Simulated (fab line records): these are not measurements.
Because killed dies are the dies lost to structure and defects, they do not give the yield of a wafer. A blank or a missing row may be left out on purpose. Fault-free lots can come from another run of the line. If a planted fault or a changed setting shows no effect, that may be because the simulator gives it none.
Which tool was responsible? / flow sky130 / 13 lots, 37 wafers sampled, at 4 steps of a route of 708

WHAT THE GAUGES SHOWED, per wafer
SKY_LOCAL_INTERCONNECT_THK_MEAS_02: measures by xrf. Usual: LOCAL_INTERCONNECT_TIN_THK typically reads 99.6 nm, with standard deviation 1.1.
lot=L394; measured=day 30 03:26; on=film metro-01; LOCAL_INTERCONNECT_TIN_THK (nm)=99.6 99.5 99.4; flag=
lot=L397; measured=day 31 09:18; on=film metro-02; LOCAL_INTERCONNECT_TIN_THK (nm)=100.3 100.6 99.3; flag=
lot=L399; measured=day 31 18:29; on=film metro-02; LOCAL_INTERCONNECT_TIN_THK (nm)=99.8; flag=
lot=L403; measured=day 32 21:08; on=film metro-02; LOCAL_INTERCONNECT_TIN_THK (nm)=99.2 99.8 99.0; flag=
lot=L406; measured=day 33 22:28; on=film metro-01; LOCAL_INTERCONNECT_TIN_THK (nm)=100.2 98.5 100.4; flag=
lot=L407; measured=day 34 02:23; on=film metro-01; LOCAL_INTERCONNECT_TIN_THK (nm)=99.3 98.9 98.4; flag=
lot=L408; measured=day 34 12:49; on=film metro-01; LOCAL_INTERCONNECT_TIN_THK (nm)=100.2 101.2 100.5; flag=
lot=L409; measured=day 34 21:07; on=film metro-01; LOCAL_INTERCONNECT_TIN_THK (nm)=98.9 98.8 99.5; flag=
lot=L410; measured=day 35 01:23; on=film metro-03; LOCAL_INTERCONNECT_TIN_THK (nm)=99.5 98.4 98.9; flag=
lot=L411; measured=day 35 20:23; on=film metro-01; LOCAL_INTERCONNECT_TIN_THK (nm)=99.8 100.2 99.3; flag=
lot=L412; measured=day 36 11:08; on=film metro-01; LOCAL_INTERCONNECT_TIN_THK (nm)=99.8 99.5 100.7; flag=
lot=L414; measured=day 36 13:41; on=film metro-01; LOCAL_INTERCONNECT_TIN_THK (nm)=100.0 100.1 99.2; flag=
lot=L413; measured=day 36 14:33; on=film metro-02; LOCAL_INTERCONNECT_TIN_THK (nm)=98.5 98.6 99.2; flag=

SKY_METAL1_THK_MEAS_06: measures by xrf. Usual: METAL1_ALCU_THK typically reads 248 nm, with standard deviation 3.7.
lot=L394; measured=day 32 12:44; on=film metro-02; METAL1_ALCU_THK (nm)=250 250 252; flag=
lot=L397; measured=day 33 18:31; on=film metro-03; METAL1_ALCU_THK (nm)=242 242 245; flag=
lot=L399; measured=day 34 03:35; on=film metro-02; METAL1_ALCU_THK (nm)=251; flag=
lot=L403; measured=day 35 06:01; on=film metro-03; METAL1_ALCU_THK (nm)=248 243 246; flag=
lot=L406; measured=day 36 06:16; on=film metro-04; METAL1_ALCU_THK (nm)=247 249 247; flag=
lot=L407; measured=day 36 09:33; on=film metro-03; METAL1_ALCU_THK (nm)=247 245 244; flag=
lot=L408; measured=day 36 19:35; on=film metro-02; METAL1_ALCU_THK (nm)=255 254 255; flag=
lot=L409; measured=day 37 03:26; on=film metro-02; METAL1_ALCU_THK (nm)=247 247 249; flag=
lot=L410; measured=day 37 08:24; on=film metro-02; METAL1_ALCU_THK (nm)=254 252 251; flag=
lot=L411; measured=day 38 02:10; on=film metro-03; METAL1_ALCU_THK (nm)=246 246 247; flag=
lot=L412; measured=day 38 16:41; on=film metro-04; METAL1_ALCU_THK (nm)=247 246 248; flag=
lot=L414; measured=day 38 19:41; on=film metro-03; METAL1_ALCU_THK (nm)=250 251 249; flag=
lot=L413; measured=day 38 21:17; on=film metro-03; METAL1_ALCU_THK (nm)=248 244 246; flag=

SKY_VIA1_THK_MEAS_01. Usual: VIA1_HDPCVD_THK typically reads 1034 nm, with standard deviation 11.
lot=L394; measured=day 33 15:56; on=film metro-01; VIA1_HDPCVD_THK (nm)=1025 1036 1026; flag=
lot=L397; measured=day 34 22:03; on=film metro-04; VIA1_HDPCVD_THK (nm)=930 926 1027; flag=OFF
lot=L399; measured=day 35 06:35; on=film metro-03; VIA1_HDPCVD_THK (nm)=1033; flag=
lot=L403; measured=day 36 09:10; on=film metro-04; VIA1_HDPCVD_THK (nm)=1036 1039 1036; flag=
lot=L406; measured=day 37 09:29; on=film metro-03; VIA1_HDPCVD_THK (nm)=1042 1025 1031; flag=
lot=L407; measured=day 37 12:28; on=film metro-01; VIA1_HDPCVD_THK (nm)=1025 1024 1021; flag=
lot=L408; measured=day 37 21:43; on=film metro-04; VIA1_HDPCVD_THK (nm)=1019 1036 1031; flag=
lot=L409; measured=day 38 05:23; on=film metro-04; VIA1_HDPCVD_THK (nm)=1047 1042 1039; flag=
lot=L410; measured=day 38 10:29; on=film metro-03; VIA1_HDPCVD_THK (nm)=1031 1035 1039; flag=
lot=L411; measured=day 39 03:41; on=film metro-04; VIA1_HDPCVD_THK (nm)=1034 1033 1020; flag=
lot=L412; measured=day 39 18:28; on=film metro-03; VIA1_HDPCVD_THK (nm)=1046 1049 1028; flag=
lot=L414; measured=day 39 21:05; on=film metro-03; VIA1_HDPCVD_THK (nm)=1030 1035 1044; flag=
lot=L413; measured=day 39 23:25; on=film metro-01; VIA1_HDPCVD_THK (nm)=1021 1016 1035; flag=

WHAT TOOL EACH LOT RAN ON (gives the tool, then ch and the chambers of the sampled wafers, and finally the start)
lot=L394; SKY_VIA1_HDPCVD_00=hdpcvd-01 ch 0,1, day 33 15:49
lot=L397; SKY_VIA1_HDPCVD_00=hdpcvd-01 ch 0,1, day 34 21:55
lot=L399; SKY_VIA1_HDPCVD_00=hdpcvd-01 ch 1, day 35 06:28
lot=L403; SKY_VIA1_HDPCVD_00=hdpcvd-02 ch 0,1,2, day 36 09:02
lot=L406; SKY_VIA1_HDPCVD_00=hdpcvd-01 ch 0,2, day 37 09:23
lot=L407; SKY_VIA1_HDPCVD_00=hdpcvd-01 ch 1,2, day 37 12:20
lot=L408; SKY_VIA1_HDPCVD_00=hdpcvd-02 ch 0,2, day 37 21:35
lot=L409; SKY_VIA1_HDPCVD_00=hdpcvd-02 ch 0,1, day 38 05:16
lot=L410; SKY_VIA1_HDPCVD_00=hdpcvd-02 ch 0,1,2, day 38 10:22
lot=L411; SKY_VIA1_HDPCVD_00=hdpcvd-01 ch 1,2, day 39 03:34
lot=L412; SKY_VIA1_HDPCVD_00=hdpcvd-02 ch 0,1,2, day 39 18:21
lot=L414; SKY_VIA1_HDPCVD_00=hdpcvd-02 ch 0,2, day 39 20:58
lot=L413; SKY_VIA1_HDPCVD_00=hdpcvd-01 ch 1,2, day 39 23:17
- SKY_VIA1_HDPCVD_00: deposits SiO2, target thk 1030 nm, time 171.7 s.

WHAT THE TOOLS THEMSELVES READ (means of the sampled wafers that have a number; where no wafer has one, the mark that the record gives instead)
SKY_VIA1_HDPCVD_00. Usual: pressure mtorr 6.000 mTorr, standard deviation 0.011; run length s 199.5 s, standard deviation 0.47.
lot=L394; tool=hdpcvd-01; pressure mtorr (mTorr)=5.997; run length s (s)=199.2; flag=
lot=L397; tool=hdpcvd-01; pressure mtorr (mTorr)=6.011; run length s (s)=186.7; flag=OFF
lot=L399; tool=hdpcvd-01; pressure mtorr (mTorr)=6.016; run length s (s)=199.7; flag=
lot=L403; tool=hdpcvd-02; pressure mtorr (mTorr)=6.000; run length s (s)=199.4; flag=
lot=L406; tool=hdpcvd-01; pressure mtorr (mTorr)=5.996; run length s (s)=199.8; flag=
lot=L407; tool=hdpcvd-01; pressure mtorr (mTorr)=6.002; run length s (s)=199.7; flag=
lot=L408; tool=hdpcvd-02; pressure mtorr (mTorr)=6.006; run length s (s)=199.5; flag=
lot=L409; tool=hdpcvd-02; pressure mtorr (mTorr)=6.007; run length s (s)=199.6; flag=
lot=L410; tool=hdpcvd-02; pressure mtorr (mTorr)=5.998; run length s (s)=199.5; flag=
lot=L411; tool=hdpcvd-01; pressure mtorr (mTorr)=6.009; run length s (s)=199.8; flag=
lot=L412; tool=hdpcvd-02; pressure mtorr (mTorr)=5.987; run length s (s)=199.2; flag=
lot=L414; tool=hdpcvd-02; pressure mtorr (mTorr)=5.999; run length s (s)=199.3; flag=
lot=L413; tool=hdpcvd-01; pressure mtorr (mTorr)=6.005; run length s (s)=199.5; flag=

THE ANSWER, worked out from the rows above alone
Rule: take the mean of a lot's wafers that have a number; if it is more than 3 standard deviations from the usual mean, the lot is off. Also off: a lot with no number at a reading for which 4 or more lots have one. Where the step has rows for the other lots, those lots are counted as sound. Order of review: gauges by route order, followed by the tools' own readings, for which a lot's mean as printed above is used. At the first step where some lot is off, the reading lying furthest off is the one used; lots without a number count as furthest.
Off: L397, seen at SKY_VIA1_THK_MEAS_01 (VIA1_HDPCVD_THK).
If a tool, at a process step before that reading, ran all the lots that are off and no sound lot after the first of them, it fits. The gauges at SKY_VIA1_THK_MEAS_01 aren't tried: what is off there is off at SKY_VIA1_HDPCVD_00 too, on other tools, and a gauge's error can't cause that. Of those tried, none fits.

WHAT THE SIMULATOR HAD INSERTED
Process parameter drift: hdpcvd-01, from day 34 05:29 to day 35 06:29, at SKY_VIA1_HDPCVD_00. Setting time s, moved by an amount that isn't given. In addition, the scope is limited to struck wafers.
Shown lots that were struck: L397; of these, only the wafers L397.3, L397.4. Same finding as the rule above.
